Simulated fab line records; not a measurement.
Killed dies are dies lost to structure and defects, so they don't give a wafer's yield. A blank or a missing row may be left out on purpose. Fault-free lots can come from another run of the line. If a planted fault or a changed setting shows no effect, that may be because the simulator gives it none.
fab line records	flow sky130
record: lots: 6	wafers: 18	last-day: 50
route steps=708 shown LDD_N@253 LDD_P@255 LDD_HVN@267 LDD_HVP@278 LDD_LDN@289 PAD_OPEN@708
lots with no fault: from the same line, run without faults
start-h: start of the lot's first displayed wafer, in hours after the record's first day	wait-h: time in hours since the lot's previous step	" the same as in the row above	L1.1+2: several wafers, shown together as one row	- no value present, or no start provided	* or withheld: withheld	< > ~ a bound
route shown NAME@n: NAME is a module with steps in the file, n the number in the route of the first one	usual: the fault-free wafers' mean and standard deviation	same: alike in all rows	chamber/n: place in a boat	sites: each site's reading	_std_site: standard deviation of those values	_edge_site: outer sites' mean less inner sites'	radius-mm: for every site, how far away it sits from the centre of the wafer	mask NAME#n: copy n	behind: the last tool/chamber to shape the wafer	hold: why the lot went on hold/how many hours it stayed there/how the hold came to an end	device: names the non-switching transistor (n, p or np)	end of line: at the end of the route, the tests of the same wafers	step lacking rows: just its recipe	killed: dies that structure and defects cost at the first sort, which is not the same as the wafer's yield	map: a wafer's dies, marking killed ones x, the rest . and places with no die _
set.NAME: setting as actually run; set.NAME@STEP: the setting as run at that earlier step	model.NAME: the simulator's own value behind a step, which no gauge read
lots at selected steps of the route; one table per step, one row per wafer
services: a tool's chamber out of use, with start hour (start-h, from the record's first day; less than 0 if before it), hours out, and reason
== steps ==
step: SKY_LDD_N_STRIP_16
recipe: chemistry: O2/N2	power-w: 1400	pressure-mtorr: 1500	platen-temp-c: withheld	o2-flow-sccm: 3000	n2-flow-sccm: 300	overash-fraction: 0.5
usual: drypump-motor-current-A: 5.8/0.55	oes-product-au: 0.407/0.0048	strip-time-to-endpoint-s: 4.321/0.014
lot.wafer	tool	chamber	start-h	wait-h	drypump-motor-current-A	oes-product-au	rf-hours-counter-h	strip-time-to-endpoint-s
L675.2	plasma-asher-01	1	391.57	0.1	5.4	0.410	71	4.328
L675.3	"	0	"	"	5.2	0.410	-	4.334
L675.5	"	0	"	"	5.2	0.410	-	4.320
L678.1	plasma-asher-04	0	424.27	0.1	6.8	0.415	62	4.317
L678.2	"	1	"	"	5.3	0.405	62	4.321
L678.3	"	0	"	"	6.8	0.405	-	4.322
L688.1	plasma-asher-04	0	526.46	0.1	6.8	0.412	72	4.354
L688.2	"	1	"	"	5.2	0.399	72	4.328
L688.3	"	0	"	"	6.8	0.406	-	4.335
L693.2	plasma-asher-01	0	570.12	0.1	5.2	0.405	14	4.335
L693.4	"	0	"	"	5.2	0.407	-	4.315
L693.5	"	0	"	"	5.2	0.400	-	4.319
L695.4	plasma-asher-01	0	576.89	0.1	5.2	0.398	-	4.323
L695.5	"	0	"	"	5.2	0.404	-	4.308
L695.6	"	1	"	"	5.5	0.411	-	4.318
L698.2	plasma-asher-02	1	604.56	0.1	5.9	0.408	46	4.333
L698.3	"	0	"	"	6.3	0.416	-	4.331
L698.5	"	0	"	"	6.3	0.410	-	4.345
step: SKY_LDD_N_TW_MEAS_17
usual: LDD_N_TW: 2559/17
lot.wafer	tool	chamber	start-h	wait-h	LDD_N_TW
L675.2	film-metro-03	-	391.68	0.1	2575
L675.3	"	-	"	"	2553
L675.5	"	-	"	"	2557
L678.1	film-metro-02	-	424.37	0.1	2581
L678.2	"	-	"	"	2588
L678.3	"	-	"	"	2571
L688.1	film-metro-03	-	526.56	0.1	2555
L688.2	"	-	"	"	2565
L688.3	"	-	"	"	2556
L693.2	film-metro-03	-	570.23	0.1	2532
L693.4	"	-	"	"	2536
L693.5	"	-	"	"	2543
L695.4	film-metro-01	-	576.99	0.1	2549
L695.5	"	-	"	"	2538
L695.6	"	-	"	"	2540
L698.2	film-metro-02	-	604.67	0.1	2578
L698.3	"	-	"	"	2578
L698.5	"	-	"	"	2570
step: SKY_LDD_P_DEHYDRATE_00
recipe: temp-c: 200	time-s: 60
step: SKY_LDD_P_HMDS_01
recipe: prime-time-s: 60	prime-temp-c: 120
step: SKY_LDD_P_COAT_02
recipe: resist: NOVOLAK	spin-rpm: 3000	resist-thk-nm: 1140
step: SKY_LDD_P_SOFTBAKE_03
recipe: temp-c: 90	time-s: 60	resist: NOVOLAK
step: SKY_LDD_P_EXPOSE_04
recipe: mask-id: PSDM	na: 0.6	source-shape: conventional	sigma-outer: 0.6	polarization: unpolarized	target-cd-nm: 380	dose-mj: 138
step: SKY_LDD_P_PEB_05
recipe: temp-c: withheld	time-s: *	resist: NOVOLAK
step: SKY_LDD_P_DEVELOP_06
recipe: resist: NOVOLAK	developer: TMAH	develop-time-s: 60	dev-temp-c: 23
step: SKY_LDD_P_CD_MEAS_07
recipe: target-cd-nm: 380
usual: cd-nm: 379.1/2.7
lot.wafer	tool	chamber	start-h	wait-h	cd-nm
L675.2	cd-sem-02	-	420.14	0.1	380.8
L675.3	"	-	"	"	380.6
L675.5	"	-	"	"	380.1
L678.1	cd-sem-01	-	455.13	0.1	377.0
L678.2	"	-	"	"	377.8
L678.3	"	-	"	"	375.9
L688.1	cd-sem-02	-	554.62	0.1	382.1
L688.2	"	-	"	"	382.4
L688.3	"	-	"	"	382.5
L693.2	cd-sem-02	-	597.85	0.1	377.1
L693.4	"	-	"	"	374.9
L693.5	"	-	"	"	376.4
L695.4	cd-sem-02	-	604.89	0.1	377.9
L695.5	"	-	"	"	380.7
L695.6	"	-	"	"	377.7
L698.2	cd-sem-01	-	630.90	0.1	382.9
L698.3	"	-	"	"	382.8
L698.5	"	-	"	"	386.0
step: SKY_LDD_P_OVL_MEAS_08
usual: LDD_P_OVL: 0.7/1.4
lot.wafer	tool	chamber	start-h	wait-h	LDD_P_OVL[nm]
L675.2	overlay-02	-	420.25	0.1	2.1
L675.3	"	-	"	"	-0.3
L675.5	"	-	"	"	0.2
L678.1	overlay-01	-	455.25	0.1	0.9
L678.2	"	-	"	"	1.6
L678.3	"	-	"	"	1.0
L688.1	overlay-02	-	554.74	0.1	-1.1
L688.2	"	-	"	"	-0.3
L688.3	"	-	"	"	-1.5
L693.2	overlay-02	-	597.95	0.1	-1.5
L693.4	"	-	"	"	0.7
L693.5	"	-	"	"	-1.4
L695.4	overlay-02	-	604.97	0.1	0.2
L695.5	"	-	"	"	-2.1
L695.6	"	-	"	"	1.4
L698.2	overlay-02	-	631.01	0.1	-0.8
L698.3	"	-	"	"	0.2
L698.5	"	-	"	"	1.3
step: SKY_LDD_P_IMPLANT_09
recipe: species: BF2	energy-kev: 25	dose-cm2: 1e+13	tilt-deg: withheld
step: SKY_LDD_P_STRIP_10
recipe: chemistry: O2/N2	power-w: 1400	pressure-mtorr: 1500	platen-temp-c: withheld	o2-flow-sccm: 3000	n2-flow-sccm: 300	overash-fraction: 0.5
usual: drypump-motor-current-A: 5.7/0.38	oes-product-au: 0.716/0.0048	strip-time-to-endpoint-s: 14.19/0.045
lot.wafer	tool	chamber	start-h	wait-h	drypump-motor-current-A	oes-product-au	rf-hours-counter-h	strip-time-to-endpoint-s
L675.2	plasma-asher-03	0	420.43	0.1	5.8	0.718	70	14.12
L675.3	"	1	"	"	5.4	0.719	-	14.09
L675.5	"	0	"	"	5.8	0.716	-	14.10
L678.1	plasma-asher-02	1	455.44	0.1	5.9	0.719	31	14.21
L678.2	"	0	"	"	6.3	0.716	31	14.22
L678.3	"	1	"	"	5.8	0.714	-	14.19
L688.1	plasma-asher-02	0	554.93	0.1	6.3	0.710	41	14.17
L688.2	"	1	"	"	5.9	0.725	41	14.23
L688.3	"	0	"	"	6.3	0.716	-	14.17
L693.2	plasma-asher-02	0	598.13	0.1	6.3	0.717	45	14.14
L693.4	"	0	"	"	6.3	0.711	-	14.15
L693.5	"	1	"	"	5.8	0.712	-	14.13
L695.4	plasma-asher-02	0	605.17	0.1	6.3	0.726	-	14.25
L695.5	"	1	"	"	5.9	0.710	-	14.16
L695.6	"	0	"	"	6.3	0.717	-	14.21
L698.2	plasma-asher-02	0	631.19	0.1	6.3	0.707	49	14.25
L698.3	"	0	"	"	6.3	0.716	-	14.23
L698.5	"	1	"	"	5.9	0.717	-	14.24
step: SKY_LDD_P_TW_MEAS_11
usual: LDD_P_TW: 628/4.6
lot.wafer	tool	chamber	start-h	wait-h	LDD_P_TW
L675.2	film-metro-01	-	420.54	0.1	618
L675.3	"	-	"	"	621
L675.5	"	-	"	"	622
L678.1	film-metro-04	-	455.54	0.1	627
L678.2	"	-	"	"	625
L678.3	"	-	"	"	630
L688.1	film-metro-02	-	555.03	0.1	632
L688.2	"	-	"	"	633
L688.3	"	-	"	"	632
L693.2	film-metro-01	-	598.24	0.1	625
L693.4	"	-	"	"	622
L693.5	"	-	"	"	623
L695.4	film-metro-01	-	605.26	0.1	629
L695.5	"	-	"	"	628
L695.6	"	-	"	"	625
L698.2	film-metro-01	-	631.30	0.1	625
L698.3	"	-	"	"	621
L698.5	"	-	"	"	626
step: SKY_LDD_HVN_DEHYDRATE_00
recipe: temp-c: 200	time-s: 60
step: SKY_LDD_HVN_HMDS_01
recipe: prime-time-s: 60	prime-temp-c: 120
step: SKY_LDD_HVN_COAT_02
recipe: resist: NOVOLAK	spin-rpm: 3000	resist-thk-nm: 300
step: SKY_LDD_HVN_SOFTBAKE_03
recipe: temp-c: 90	time-s: 60	resist: NOVOLAK
step: SKY_LDD_HVN_EXPOSE_04
recipe: mask-id: HVNTM	na: 0.6	source-shape: conventional	sigma-outer: 0.6	polarization: unpolarized	target-cd-nm: 700	dose-mj: 127
step: SKY_LDD_HVN_PEB_05
recipe: temp-c: withheld	time-s: *	resist: NOVOLAK
step: SKY_LDD_HVN_DEVELOP_06
recipe: resist: NOVOLAK	developer: TMAH	develop-time-s: 60	dev-temp-c: 23
step: SKY_LDD_HVN_OVL_MEAS_07
usual: LDD_HVN_OVL: -0.2/1.2
lot.wafer	tool	chamber	start-h	wait-h	LDD_HVN_OVL[nm]
L675.2	overlay-02	-	450.64	0.1	0.5
L675.3	"	-	"	"	0.5
L675.5	"	-	"	"	-0.8
L678.1	overlay-01	-	487.48	0.1	1.9
L678.2	"	-	"	"	1.0
L678.3	"	-	"	"	0.4
L688.1	overlay-02	-	582.63	0.1	1.6
L688.2	"	-	"	"	0.2
L688.3	"	-	"	"	0.2
L693.2	overlay-01	-	625.58	0.1	-1.3
L693.4	"	-	"	"	-0.1
L693.5	"	-	"	"	-1.6
L695.4	overlay-02	-	632.90	0.1	-1.9
L695.5	"	-	"	"	-0.1
L695.6	"	-	"	"	-2.5
L698.2	overlay-02	-	658.48	0.1	0.6
L698.3	"	-	"	"	-1.4
L698.5	"	-	"	"	-0.2
step: SKY_LDD_HVN_IMPLANT_08
recipe: species: P	energy-kev: 60	dose-cm2: 3e+13	tilt-deg: 40
step: SKY_LDD_HVN_STRIP_09
recipe: chemistry: O2/N2	power-w: 1400	pressure-mtorr: 1500	platen-temp-c: withheld	o2-flow-sccm: 3000	n2-flow-sccm: 300	overash-fraction: 0.5
usual: drypump-motor-current-A: 5.6/0.47	oes-product-au: 0.408/0.0051	strip-time-to-endpoint-s: 4.137/0.019
lot.wafer	tool	chamber	start-h	wait-h	drypump-motor-current-A	oes-product-au	rf-hours-counter-h	strip-time-to-endpoint-s
L675.2	plasma-asher-04	0	450.82	0.1	6.8	0.400	65	4.089
L675.3	"	0	"	"	6.8	0.407	-	4.086
L675.5	"	1	"	"	5.3	0.416	-	4.089
L678.1	plasma-asher-03	0	487.67	0.1	5.8	0.397	77	4.116
L678.2	"	1	"	"	5.3	0.404	77	4.149
L678.3	"	0	"	"	5.8	0.411	-	4.136
L688.1	plasma-asher-01	0	582.81	0.1	5.2	0.406	15	4.116
L688.2	"	1	"	"	5.5	0.416	15	4.142
L688.3	"	1	"	"	5.5	0.407	-	4.119
L693.2	plasma-asher-03	1	625.76	0.1	5.4	0.417	91	4.176
L693.4	"	0	"	"	5.8	0.401	-	4.146
L693.5	"	0	"	"	5.8	0.422	-	4.160
L695.4	plasma-asher-01	1	633.10	0.1	5.5	0.409	-	4.123
L695.5	"	0	"	"	5.2	0.412	-	4.126
L695.6	"	1	"	"	5.5	0.414	-	4.110
L698.2	plasma-asher-03	1	658.66	0.1	5.4	0.402	94	4.132
L698.3	"	0	"	"	5.8	0.413	-	4.138
L698.5	"	0	"	"	5.8	0.402	-	4.144
step: SKY_LDD_HVN_TW_MEAS_10
usual: LDD_HVN_TW: 1417/6.4
lot.wafer	tool	chamber	start-h	wait-h	LDD_HVN_TW
L675.2	film-metro-04	-	450.93	0.1	1407
L675.3	"	-	"	"	1418
L675.5	"	-	"	"	1411
L678.1	film-metro-01	-	487.77	0.1	1420
L678.2	"	-	"	"	1416
L678.3	"	-	"	"	1416
L688.1	film-metro-03	-	582.91	0.1	1418
L688.2	"	-	"	"	1422
L688.3	"	-	"	"	1414
L693.2	film-metro-03	-	625.87	0.1	1423
L693.4	"	-	"	"	1430
L693.5	"	-	"	"	1428
L695.4	film-metro-01	-	633.19	0.1	1413
L695.5	"	-	"	"	1420
L695.6	"	-	"	"	1407
L698.2	film-metro-01	-	658.77	0.1	1418
L698.3	"	-	"	"	1415
L698.5	"	-	"	"	1423
step: SKY_LDD_HVP_DEHYDRATE_00
recipe: temp-c: 200	time-s: 60
step: SKY_LDD_HVP_HMDS_01
recipe: prime-time-s: 60	prime-temp-c: 120
step: SKY_LDD_HVP_COAT_02
recipe: resist: NOVOLAK	spin-rpm: 3000	resist-thk-nm: 300
step: SKY_LDD_HVP_SOFTBAKE_03
recipe: temp-c: 90	time-s: 60	resist: NOVOLAK
step: SKY_LDD_HVP_EXPOSE_04
recipe: mask-id: HVPTM	na: 0.6	source-shape: conventional	sigma-outer: 0.6	polarization: unpolarized	target-cd-nm: 700	dose-mj: 86
step: SKY_LDD_HVP_PEB_05
recipe: temp-c: withheld	time-s: *	resist: NOVOLAK
step: SKY_LDD_HVP_DEVELOP_06
recipe: resist: NOVOLAK	developer: TMAH	develop-time-s: 60	dev-temp-c: 23
step: SKY_LDD_HVP_OVL_MEAS_07
usual: LDD_HVP_OVL: 0.2/1.4
lot.wafer	tool	chamber	start-h	wait-h	LDD_HVP_OVL[nm]
L675.2	overlay-01	-	482.73	0.1	2.0
L675.3	"	-	"	"	0.5
L675.5	"	-	"	"	0.0
L678.1	overlay-01	-	519.03	0.1	-1.2
L678.2	"	-	"	"	1.1
L678.3	"	-	"	"	1.7
L688.1	overlay-01	-	610.57	0.1	-0.3
L688.2	"	-	"	"	1.7
L688.3	"	-	"	"	1.5
L693.2	overlay-02	-	652.23	0.1	-2.5
L693.4	"	-	"	"	-2.5
L693.5	"	-	"	"	-1.8
L695.4	overlay-01	-	660.29	0.1	-0.6
L695.5	"	-	"	"	0.8
L695.6	"	-	"	"	-1.8
L698.2	overlay-01	-	685.74	0.1	-1.6
L698.3	"	-	"	"	-0.4
L698.5	"	-	"	"	-0.1
step: SKY_LDD_HVP_IMPLANT_08
recipe: species: B	energy-kev: 20	dose-cm2: 1.7e+13	tilt-deg: 17.9
step: SKY_LDD_HVP_STRIP_09
recipe: chemistry: O2/N2	power-w: 1400	pressure-mtorr: 1500	platen-temp-c: withheld	o2-flow-sccm: 3000	n2-flow-sccm: 300	overash-fraction: 0.5
usual: drypump-motor-current-A: 5.9/0.56	oes-product-au: 0.408/0.0047	strip-time-to-endpoint-s: 4.143/0.013
lot.wafer	tool	chamber	start-h	wait-h	drypump-motor-current-A	oes-product-au	rf-hours-counter-h	strip-time-to-endpoint-s
L675.2	plasma-asher-04	0	482.91	0.1	6.8	0.408	68	4.140
L675.3	"	0	"	"	6.8	0.404	-	4.149
L675.5	"	1	"	"	5.3	0.406	-	4.160
L678.1	plasma-asher-02	1	519.22	0.1	5.9	0.411	37	4.146
L678.2	"	0	"	"	6.3	0.411	37	4.150
L678.3	"	0	"	"	6.3	0.417	-	4.160
L688.1	plasma-asher-02	1	610.76	0.1	5.9	0.413	46	4.157
L688.2	"	0	"	"	6.2	0.410	46	4.143
L688.3	"	1	"	"	5.9	0.402	-	4.133
L693.2	plasma-asher-03	0	652.41	0.1	5.8	0.407	94	4.138
L693.4	"	1	"	"	5.3	0.407	-	4.137
L693.5	"	1	"	"	5.3	0.410	-	4.148
L695.4	plasma-asher-04	1	660.49	0.1	5.3	0.411	-	4.158
L695.5	"	1	"	"	5.3	0.406	-	4.156
L695.6	"	0	"	"	6.8	0.414	-	4.129
L698.2	plasma-asher-03	1	685.92	0.1	5.3	0.408	98	4.124
L698.3	"	0	"	"	5.9	0.411	-	4.112
L698.5	"	1	"	"	5.3	0.408	-	4.135
step: SKY_LDD_HVP_TW_MEAS_10
usual: LDD_HVP_TW: 452/3.4
lot.wafer	tool	chamber	start-h	wait-h	LDD_HVP_TW
L675.2	film-metro-03	-	483.02	0.1	451
L675.3	"	-	"	"	452
L675.5	"	-	"	"	450
L678.1	film-metro-03	-	519.32	0.1	452
L678.2	"	-	"	"	452
L678.3	"	-	"	"	452
L688.1	film-metro-04	-	610.86	0.1	448
L688.2	"	-	"	"	446
L688.3	"	-	"	"	446
L693.2	film-metro-03	-	652.52	0.1	451
L693.4	"	-	"	"	453
L693.5	"	-	"	"	451
L695.4	film-metro-02	-	660.59	0.1	454
L695.5	"	-	"	"	455
L695.6	"	-	"	"	454
L698.2	film-metro-03	-	686.03	0.1	451
L698.3	"	-	"	"	450
L698.5	"	-	"	"	448
step: SKY_LDD_LDN_DEHYDRATE_00
recipe: temp-c: 200	time-s: 60
step: SKY_LDD_LDN_HMDS_01
recipe: prime-time-s: 60	prime-temp-c: 120
step: SKY_LDD_LDN_COAT_02
recipe: resist: NOVOLAK	spin-rpm: 3000	resist-thk-nm: 1140
step: SKY_LDD_LDN_SOFTBAKE_03
recipe: temp-c: 90	time-s: 60	resist: NOVOLAK
step: SKY_LDD_LDN_EXPOSE_04
recipe: mask-id: LDNTM	na: 0.6	source-shape: conventional	sigma-outer: 0.6	polarization: unpolarized	target-cd-nm: 700	dose-mj: 140
step: SKY_LDD_LDN_PEB_05
recipe: temp-c: withheld	time-s: *	resist: NOVOLAK
step: SKY_PAD_OPEN_PROBE_99
usual: killed_at_M0_to_M3: 43/6.6	killed_at_M4_up: 3.2/1.9	killed-at-contacts: 25/5.3	killed-at-front-end: 16/4.5	killed-at-other: 0.3/0.63	killed-dies: 87/8.9	killed-open: 48/7.9	killed-short: 39/5.3
same: gross-dies: 492	killed-at-back-side: 0
lot.wafer	tool	chamber	start-h	wait-h	hold	killed_at_M0_to_M3	killed_at_M4_up	killed-at-contacts	killed-at-front-end	killed-at-other	killed-dies	killed-open	killed-short
L675.2	prober-01	-	1064.99	0.1	-	41	7	19	9	0	76	38	38
L675.3	prober-01	-	1065.04	0.2	-	40	0	28	16	0	84	42	42
L675.5	prober-01	-	1065.14	0.2	-	46	4	26	14	2	92	51	40
L678.1	prober-02	-	1089.24	0.1	-	36	3	27	14	1	81	36	43
L678.2	prober-02	-	1089.29	0.1	-	46	2	30	8	1	87	44	41
L678.3	prober-02	-	1089.34	0.2	-	45	5	28	12	0	90	45	43
L688.1	prober-01	-	1153.25	0.1	-	41	3	25	12	0	81	45	36
L688.2	prober-01	-	1153.30	0.1	-	45	7	22	17	0	91	49	42
L688.3	prober-01	-	1153.35	0.2	-	36	10	20	7	2	75	43	31
L693.2	prober-01	-	1178.34	0.1	-	40	4	22	20	1	87	40	46
L693.4	prober-01	-	1178.44	0.2	-	39	3	34	11	0	87	45	42
L693.5	prober-01	-	1178.49	0.2	-	38	5	23	15	1	82	45	37
L695.4	prober-01	-	1183.85	0.2	await-dispo/4.7h/release	28	7	26	49	0	110	35	31
L695.5	prober-01	-	1183.90	0.2	await-dispo/4.7h/release	50	8	34	48	0	140	59	39
L695.6	prober-01	-	1183.95	0.2	await-dispo/4.7h/release	36	3	22	60	0	121	46	33
L698.2	prober-02	-	1202.00	0.1	await-dispo/2.4h/release	39	0	26	58	0	123	41	38
L698.3	prober-02	-	1202.05	0.2	await-dispo/2.4h/release	37	2	29	48	1	117	42	36
L698.5	prober-02	-	1202.15	0.2	await-dispo/2.4h/release	50	3	27	56	0	136	55	37
killed by level:class
L675.2 VIA1:geometric-particle:open=12 METAL1:geometric-particle:short=10 LI_CONTACT:geometric-particle:open=6 METAL2:geometric-particle:short=6 METAL4:geometric-particle:short=6 CONTACT:geometric-particle:open=5 VIA3:geometric-particle:open=5 LOCAL_INTERCONNECT:geometric-particle:short=3
L675.3 VIA1:geometric-particle:short=8 VIA3:geometric-particle:open=8 VIA1:geometric-particle:open=7 LI_CONTACT:geometric-particle:open=7 LOCAL_INTERCONNECT:geometric-particle:short=6 LI_CONTACT:geometric-particle:short=6 CONTACT:geometric-particle:open=6 METAL1:geometric-particle:short=5
L675.5 VIA1:geometric-particle:open=10 FIELD_ISO:geometric-particle:open=8 LI_CONTACT:geometric-particle:open=8 METAL1:geometric-particle:short=8 CONTACT:geometric-particle:open=6 VIA1:geometric-particle:short=5 METAL2:geometric-particle:short=5 LI_CONTACT:geometric-particle:short=4
L678.1 CONTACT:geometric-particle:open=8 LI_CONTACT:geometric-particle:open=7 VIA1:geometric-particle:open=6 LOCAL_INTERCONNECT:geometric-particle:short=5 CONTACT:geometric-particle:short=5 VIA1:geometric-particle:short=5 METAL3:geometric-particle:short=5 METAL1:geometric-particle:short=4
L678.2 CONTACT:geometric-particle:open=13 LI_CONTACT:geometric-particle:open=7 METAL2:geometric-particle:short=7 VIA1:geometric-particle:open=7 VIA1:geometric-particle:short=6 VIA3:geometric-particle:open=5 VIA2:geometric-particle:short=5 LI_CONTACT:geometric-particle:short=4
L678.3 CONTACT:geometric-particle:open=16 VIA1:geometric-particle:open=7 VIA3:geometric-particle:open=7 VIA1:geometric-particle:short=6 METAL1:geometric-particle:short=6 METAL2:geometric-particle:short=6 CONTACT:geometric-particle:short=5 FIELD_ISO:geometric-particle:open=4
L688.1 VIA1:geometric-particle:open=10 LI_CONTACT:geometric-particle:open=8 CONTACT:geometric-particle:open=8 VIA3:geometric-particle:open=6 VIA2:geometric-particle:open=6 METAL1:geometric-particle:short=4 POLY_GATE:geometric-particle:short=4 CONTACT:geometric-particle:short=4
L688.2 VIA1:geometric-particle:open=13 CONTACT:geometric-particle:open=8 LI_CONTACT:geometric-particle:open=7 METAL1:geometric-particle:short=7 FIELD_ISO:geometric-particle:short=5 METAL4:geometric-particle:short=5 VIA3:geometric-particle:open=5 VIA2:geometric-particle:short=4
L688.3 VIA2:geometric-particle:open=9 VIA1:geometric-particle:open=9 METAL4:geometric-particle:short=7 LI_CONTACT:geometric-particle:open=6 CONTACT:geometric-particle:open=6 METAL1:geometric-particle:short=6 LI_CONTACT:geometric-particle:short=5 METAL2:geometric-particle:short=4
L693.2 FIELD_ISO:geometric-particle:short=12 CONTACT:geometric-particle:open=11 CONTACT:geometric-particle:short=7 VIA3:geometric-particle:open=7 VIA2:geometric-particle:open=6 METAL1:geometric-particle:short=6 VIA1:geometric-particle:open=6 METAL2:geometric-particle:short=5
L693.4 CONTACT:geometric-particle:open=14 CONTACT:geometric-particle:short=8 LI_CONTACT:geometric-particle:open=7 METAL3:geometric-particle:short=7 VIA1:geometric-particle:short=6 VIA1:geometric-particle:open=6 METAL1:geometric-particle:short=5 METAL2:geometric-particle:short=4
L693.5 CONTACT:geometric-particle:open=12 VIA2:geometric-particle:open=8 VIA1:geometric-particle:open=7 METAL1:geometric-particle:short=5 FIELD_ISO:geometric-particle:open=4 CONTACT:geometric-particle:short=4 LI_CONTACT:geometric-particle:short=4 METAL2:geometric-particle:short=4
L695.4 LDD_P:unspecified=44 VIA1:geometric-particle:open=9 CONTACT:geometric-particle:open=7 LI_CONTACT:geometric-particle:open=6 LOCAL_INTERCONNECT:geometric-particle:short=5 METAL2:geometric-particle:short=5 CONTACT:geometric-particle:short=4 METAL4:geometric-particle:short=4
L695.5 LDD_P:unspecified=42 LI_CONTACT:geometric-particle:open=18 VIA1:geometric-particle:open=11 VIA2:geometric-particle:open=10 METAL2:geometric-particle:short=8 CONTACT:geometric-particle:open=7 METAL1:geometric-particle:short=6 METAL4:geometric-particle:short=5
L695.6 LDD_P:unspecified=42 CONTACT:geometric-particle:open=13 VIA1:geometric-particle:open=10 METAL1:geometric-particle:short=6 FIELD_ISO:geometric-particle:short=5 METAL2:geometric-particle:short=5 VIA2:geometric-particle:open=5 FIELD_ISO:geometric-particle:open=3
L698.2 LDD_P:unspecified=42 CONTACT:geometric-particle:open=8 FIELD_ISO:geometric-particle:short=6 LI_CONTACT:geometric-particle:open=6 METAL1:geometric-particle:short=6 METAL2:geometric-particle:short=6 VIA2:geometric-particle:open=6 VIA3:geometric-particle:open=5
L698.3 LDD_P:unspecified=39 CONTACT:geometric-particle:open=9 LI_CONTACT:geometric-particle:open=7 VIA3:geometric-particle:open=7 VIA1:geometric-particle:open=6 LI_CONTACT:geometric-particle:short=5 METAL2:geometric-particle:short=5 LOCAL_INTERCONNECT:geometric-particle:short=5
L698.5 LDD_P:unspecified=44 VIA1:geometric-particle:open=16 LI_CONTACT:geometric-particle:open=10 METAL1:geometric-particle:short=7 METAL2:geometric-particle:short=7 VIA3:geometric-particle:open=6 LOCAL_INTERCONNECT:geometric-particle:short=6 CONTACT:geometric-particle:short=5
map L695.5 (x killed, . not)
__________........xx_________
________...x...x.x.x.._______
______xx..x........x...._____
_____xxxx.....xx.........____
____.xxxxxx...x...xx......___
___.xxxxxxxx..x..x...x.....__
__x.xxxxxxxx.x.....xx..x...._
_...xxxxxxxx.x..xx...........
_....xxxxx........x......x...
_x.x.x.x.xx..x....x..........
_x..x..x..x.........x.xx.x..x
_.x......xx.x..........x.x..x
_.........xxxx.......x......x
_........x........xx.x...x..x
_x.......x..x............xxxx
__....x..x.....x.....x..x..._
___..x..x...xx..x..x.....x.__
____.......x.......x......___
_____.x.x.....x...xx...xx____
______..x..x.....x..x..._____
________x.......x...x._______
__________.x....x..._________
map L698.5 (x killed, . not)
__________.x..xx...._________
________.......x......_______
______....xx............_____
_____.xxxxx....x.....xx..____
____.xxxx.........x.x..x..___
___xxxxxxx..x..xxx....x....__
__xxxxxxxxxxxxx........xx..x_
_.xxxxxxxxxx.......x...x.....
_..xxxxxxxxx.................
_x....xxxx.x....x............
_xx......x.......xx....x.....
_..x..x.....x.x....x.........
_.......x.......x.xx..xxx.x..
_..x.x.x.............x....x..
_...x...x.....x.x.......x....
__.........x..xxx.x.....x..x_
___..x.x...x......x...x....__
____x...................x.___
_____.xxx..........xx..x.____
______..xxxx....x....xx._____
________.......x......_______
__________xx........_________
== services ==
tool	chamber	start-h	hours	kind
plasma-asher-02	-	419.64	7.3	repair
plasma-asher-01	-	421.25	9.0	pm
plasma-asher-01	0	421.25	9.0	vent-cycle
plasma-asher-01	1	421.25	9.0	vent-cycle
plasma-asher-01	0	430.25	-	clean
plasma-asher-01	1	430.25	-	clean
plasma-asher-03	-	452.97	1.3	repair
plasma-asher-02	-	459.94	0.8	repair
plasma-asher-02	-	468.12	1.2	repair
plasma-asher-04	-	472.09	0.7	repair
plasma-asher-03	-	554.76	0.6	repair
plasma-asher-02	-	557.85	1.2	repair
plasma-asher-04	-	603.06	2.8	pm
plasma-asher-03	-	627.84	2.8	pm
plasma-asher-03	-	634.46	2.0	repair
plasma-asher-01	-	649.55	16.9	repair
plasma-asher-01	-	666.47	14.6	pm
plasma-asher-03	-	669.35	0.5	repair
plasma-asher-02	-	685.27	15.6	pm
== key ==
first-sign: step: SKY_PAD_OPEN_PROBE_99	reading: killed-at-front-end	direction: up	sigmas: 8.4	usual: 16	struck: 53
effect: step: SKY_PAD_OPEN_PROBE_99	reading: killed-dies	direction: up	sigmas: 4.2	usual: 87	struck: 124
met-at SKY_LDD_P_STRIP_10
struck-wafers L695.4,L695.5,L695.6,L698.2,L698.3,L698.5
tester-left-out L695,L698
onset-between 598.13 605.17
also-fits time
fault: kind: chamber-particle-source	tool: plasma-asher-02	chamber: -	onset-h: 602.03	steps: SKY_LDD_P_STRIP_10	rate-per-visit-cm2: 0.44511	end-h: 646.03
tester-left-out: of these lots the tester's yield and bins aren't shown, on N5 and GAA mostly nor the transistor test; their killed dies are dies lost to structure and defects alone, not to doping, threshold or leakage, so they don't give the yield
